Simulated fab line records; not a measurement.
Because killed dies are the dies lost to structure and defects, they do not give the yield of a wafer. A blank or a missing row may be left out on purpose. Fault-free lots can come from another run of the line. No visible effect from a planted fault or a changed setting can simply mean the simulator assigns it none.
Problem report in the 8D (eight disciplines) form, filled by code / flow gf180mcu / the parts of the form that need people (team, actions taken, sign-off) are left out

## 1. PROBLEM STATEMENT
NSD_RS at GF_PSD_RS_MEAS_14 reads a mean of 41.97 ohm/sq on 9 wafers of 3 lots; wafers without a fault read 46.15 ohm/sq with a standard deviation of 0.087. Measured from the usual mean, that is -48 standard deviations.
The step: measures by four-point-probe.
First seen on wafer L363.3, day 18 14:16, on film_metro-04. The record has a number at this step for 45 wafers belonging to 15 lots. By rule, "out" or "out of limits" means more than 4 standard deviations away from the usual mean. The other wafers with a number count as sound.

## 2. WHAT IT IS; WHAT IT IS NOT
question=which readings at this step | is=NSD_RS | is not=-
question=which lots | is=L363, L364, L365 | is not=L352, L353, L354, L355, L356, L359, L360, L367, L371, L372, L373, L374
question=which wafers of those lots | is=all that have a number | is not=-
question=read on which gauges | is=film_metro-03, film_metro-04 | is not=film_metro-02
question=when | is=from day 18 14:16 | is not=up to then (21 sound wafers); but 15 sound wafers of L367, L371, L372, L373, L374 came after

## 3. THE SUSPECTS, EACH WITH WHAT RULES IT OUT
Counting: a tool stays on the suspect list if, at a process step up to the reading, it processed all lots that are out and no sound lot following the first of them.
- the gauge at GF_PSD_RS_MEAS_14 has been ruled out. Those wafers that are out were read across 2 gauges (film_metro-03, film_metro-04).
- rtp_anneal-01 at GF_PSD_RTA_13 (time 20 s): ruled out as a lasting fault. Sound lots L373, L374 ran on it after its first lot that is out, L363 (day 18 14:11).
Left after counting: nothing in the record.

## 4. THE CAUSE (what the simulator had put in)
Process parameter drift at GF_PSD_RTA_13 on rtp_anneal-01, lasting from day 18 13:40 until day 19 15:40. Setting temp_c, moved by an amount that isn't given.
Counting ruled it out, wrongly: the rule takes a fault to strike every lot that its tool runs from its start on, and this one did not.

## 5. SEQUENCE OF EFFECTS, ordered by route
Each row: a reading where the mean over the struck wafers with a number is more than 3 standard deviations away from the usual. Scope: only readings with a usual standard deviation given in the record; hours: median across lots of the time from each lot's start at the first step in this table that gives one to its start at this step; sigmas: change in usual standard deviations.
hours=0; step=GF_PSD_RTA_13; reading=wafer_temp_C_max; usual=1030.2; on struck wafers=1058.0; change=+27.8; sigmas=+20
hours=0; step=GF_PSD_RS_MEAS_14; reading=NSD_RS; usual=46.15 ohm/sq; on struck wafers=41.97; change=-4.18; sigmas=-48
hours=0; step=GF_PSD_RS_MEAS_15; reading=PSD_RS; usual=108.6 ohm/sq; on struck wafers=96.9; change=-11.7; sigmas=-34
Process steps it contains:
- GF_PSD_RTA_13: time 20 s.
Later measuring or inspecting steps at which every struck wafer that the step has a row for has a number for every such reading, and none has moved that far: GF_SAB_OVL_MEAS_10.

## 6. HOW IT WOULD HAVE BEEN CAUGHT EARLIER
In this record the first reading out of limits at a measuring or inspecting step was taken at day 18 14:16, 1 hour after the fault began at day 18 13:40.
Tool's own readings at GF_PSD_RTA_13, wafer_temp_C_max: out on all struck wafers the step has rows for; an alarm limit on them would have tripped on the first.
